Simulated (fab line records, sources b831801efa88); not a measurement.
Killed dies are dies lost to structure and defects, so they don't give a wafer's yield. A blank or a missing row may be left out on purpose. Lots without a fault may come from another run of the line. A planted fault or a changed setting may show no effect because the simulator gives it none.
Which tool did it? | flow gf180mcu | 14 lots, 42 wafers sampled, at 4 steps of a route of 602

WHAT THE GAUGES READ, wafer by wafer
GF_VT_IMPLANT_TW_MEAS_43. Usual: VT_IMPLANT_4_TW 694, standard deviation 6.2.
lot  | measured     | on            | VT_IMPLANT_4_TW | flag
L601 | day 7 10:49  | film_metro-02 | 693 694 694     |
L603 | day 8 00:56  | film_metro-03 | 701 704 701     |
L605 | day 8 16:19  | film_metro-04 | 687 684 685     |
L615 | day 11 16:58 | film_metro-02 | 693 697 700     |
L616 | day 12 01:20 | film_metro-02 | 693 692 695     |
L617 | day 12 03:20 | film_metro-03 | 700 701 696     |
L619 | day 12 14:08 | film_metro-03 | 696 693 695     |
L620 | day 12 19:01 | film_metro-04 | 687 687 686     |
L621 | day 13 09:58 | film_metro-02 | 699 700 695     |
L623 | day 13 17:14 | film_metro-04 | 684 683 682     |
L624 | day 14 01:20 | film_metro-02 | 698 695 697     |

GF_VT_IMPLANT_RS_MEAS_46: measures by four-point-probe. Usual: MVSD_RS 456.1 ohm/sq, standard deviation 1.2.
lot  | measured     | on            | MVSD_RS (ohm/sq)  | flag
L601 | day 7 11:02  | film_metro-03 | 454.1 454.7 454.9 |
L603 | day 8 01:10  | film_metro-01 | 454.2 454.3 454.6 |
L605 | day 8 16:32  | film_metro-03 | 455.2 456.2 455.5 |
L615 | day 11 17:11 | film_metro-03 | 456.1 455.6 456.5 |
L616 | day 12 01:33 | film_metro-03 | 454.3 455.1 454.7 |
L617 | day 12 03:34 | film_metro-01 | 455.7 454.5 455.9 |
L619 | day 12 14:21 | film_metro-04 | 456.1 455.1 455.9 |
L620 | day 12 19:20 | film_metro-01 | 454.7 456.1 455.4 |
L621 | day 13 10:11 | film_metro-01 | 456.9 458.0 456.8 |
L623 | day 13 17:31 | film_metro-01 | 457.0 457.4 456.6 |
L624 | day 14 01:33 | film_metro-03 | 455.9 456.1 456.4 |

WHICH TOOL RAN EACH LOT (tool, then ch and the chambers of the sampled wafers, then the start)
lot  | GF_STI_STRIP_15                     | GF_LVPWELL_STRIP_10
L601 | plasma_asher-04 ch 0,1, day 2 02:16 | plasma_asher-01 ch 0,1, day 3 20:40
L603 | plasma_asher-03 ch 0, day 2 12:16   | plasma_asher-02 ch 0,1, day 4 07:43
L605 | plasma_asher-04 ch 0,1, day 2 22:55 | plasma_asher-03 ch 0,1, day 4 20:40
L608 | plasma_asher-02 ch 0,1, day 3 14:31 | -
L609 | plasma_asher-03 ch 0,1, day 3 19:56 | -
L610 | plasma_asher-02 ch 0,1, day 3 23:04 | -
L615 | plasma_asher-03 ch 0,1, day 5 06:08 | plasma_asher-03 ch 0,1, day 7 08:33
L616 | plasma_asher-03 ch 0,1, day 5 12:01 | plasma_asher-03 ch 0,1, day 7 16:16
L617 | plasma_asher-02 ch 0,1, day 5 12:13 | plasma_asher-01 ch 0,1, day 7 16:33
L619 | plasma_asher-02 ch 0,1, day 5 22:38 | plasma_asher-01 ch 0,1, day 8 02:00
L620 | plasma_asher-02 ch 0,1, day 6 03:36 | plasma_asher-01 ch 0,1, day 8 06:49
L621 | plasma_asher-03 ch 1, day 6 11:23   | plasma_asher-03 ch 0,1, day 8 19:25
L623 | plasma_asher-04 ch 0,1, day 6 18:38 | plasma_asher-01 ch 0,1, day 9 01:22
L624 | plasma_asher-04 ch 0,1, day 6 23:53 | plasma_asher-01 ch 0,1, day 9 08:22
- GF_STI_STRIP_15: strips in O2/N2.
- GF_LVPWELL_STRIP_10: strips in O2/N2.

WHAT THE TOOLS THEMSELVES READ (means of the sampled wafers that have a number; where no wafer has one, the mark that the record gives instead)
GF_STI_STRIP_15. Usual: chamber_pressure_mTorr 1500.1 mTorr, standard deviation 1.4; drypump_motor_current_A 5.55 A, standard deviation 0.26; heater_power_w 372 W, standard deviation 46; oes_product_au 0.384 a.u., standard deviation 0.0047; strip_time_to_endpoint_s 3.74 s, standard deviation 0.041.
lot  | tool            | chamber_pressure_mTorr (mTorr) | drypump_motor_current_A (A) | heater_power_w (W) | oes_product_au (a.u.) | strip_time_to_endpoint_s (s) | flag
L601 | plasma_asher-04 | 1500.0                         | 5.27                        | 312                | 0.386                 | 3.71                         |
L603 | plasma_asher-03 | 1499.5                         | 5.86                        | 328                | 0.388                 | 3.73                         |
L605 | plasma_asher-04 | 1501.4                         | 5.27                        | 307                | 0.380                 | 3.74                         |
L608 | plasma_asher-02 | -                              | -                           | -                  | -                     | -                            | OFF
L609 | plasma_asher-03 | -                              | -                           | -                  | -                     | -                            | OFF
L610 | plasma_asher-02 | -                              | -                           | -                  | -                     | -                            | OFF
L615 | plasma_asher-03 | 1499.7                         | 5.60                        | 357                | 0.378                 | 3.68                         |
L616 | plasma_asher-03 | 1499.0                         | 5.64                        | 361                | 0.383                 | 3.76                         |
L617 | plasma_asher-02 | 1500.6                         | 5.55                        | 425                | 0.382                 | 3.69                         |
L619 | plasma_asher-02 | 1499.2                         | 5.51                        | 409                | 0.384                 | 3.73                         |
L620 | plasma_asher-02 | 1499.4                         | 5.54                        | 407                | 0.385                 | 3.79                         |
L621 | plasma_asher-03 | 1499.5                         | 5.50                        | 368                | 0.388                 | 3.76                         |
L623 | plasma_asher-04 | 1500.3                         | 5.28                        | 308                | 0.384                 | 3.76                         |
L624 | plasma_asher-04 | 1499.5                         | 5.58                        | 316                | 0.380                 | 3.73                         |

GF_LVPWELL_STRIP_10. Usual: chamber_pressure_mTorr 1500.1 mTorr, standard deviation 1.3; drypump_motor_current_A 5.70 A, standard deviation 0.17; heater_power_w 345 W, standard deviation 38; oes_product_au 0.723 a.u., standard deviation 0.0042; strip_time_to_endpoint_s 36.96 s, standard deviation 0.091.
lot  | tool            | chamber_pressure_mTorr (mTorr) | drypump_motor_current_A (A) | heater_power_w (W) | oes_product_au (a.u.) | strip_time_to_endpoint_s (s) | flag
L601 | plasma_asher-01 | 1498.3                         | 5.70                        | 314                | 0.719                 | 36.73                        |
L603 | plasma_asher-02 | 1500.0                         | 5.50                        | 413                | 0.727                 | 37.05                        |
L605 | plasma_asher-03 | 1498.9                         | 5.65                        | 362                | 0.723                 | 36.90                        |
L615 | plasma_asher-03 | 1500.9                         | 5.62                        | 360                | 0.722                 | 36.98                        |
L616 | plasma_asher-03 | 1499.7                         | 5.73                        | 344                | 0.724                 | 37.14                        |
L617 | plasma_asher-01 | 1499.6                         | 5.72                        | 313                | 0.722                 | 36.91                        |
L619 | plasma_asher-01 | 1500.3                         | 5.70                        | 315                | 0.725                 | 36.92                        |
L620 | plasma_asher-01 | 1499.7                         | 5.70                        | 311                | 0.724                 | 36.99                        |
L621 | plasma_asher-03 | 1500.3                         | 5.62                        | 360                | 0.722                 | 36.96                        |
L623 | plasma_asher-01 | 1500.1                         | 5.72                        | 315                | 0.725                 | 36.90                        |
L624 | plasma_asher-01 | 1500.4                         | 5.71                        | 316                | 0.726                 | 36.95                        |

THE ANSWER, worked out from the rows above alone
Rule: a lot is off if the mean of its wafers that have a number lies more than 3 standard deviations from the usual mean. A lot without any number at a reading at which 4 lots or more have one is off too. The other lots that the step has rows for count as sound. The gauges are gone through in route order, then the tools' own readings, and for those a lot's mean is taken as printed above. The first step at which some lot is off is used, and at that step the reading that is off furthest; a lot without a number counts as furthest.
Off: L608, L609, L610, at GF_STI_STRIP_15 (chamber_pressure_mTorr). Without a number there: L608, L609, L610.
A tool fits if, at that step or a process step before it, it ran every lot that is off, and no sound lot after the first of them. None of those tried fits.

WHAT THE SIMULATOR HAD PUT IN
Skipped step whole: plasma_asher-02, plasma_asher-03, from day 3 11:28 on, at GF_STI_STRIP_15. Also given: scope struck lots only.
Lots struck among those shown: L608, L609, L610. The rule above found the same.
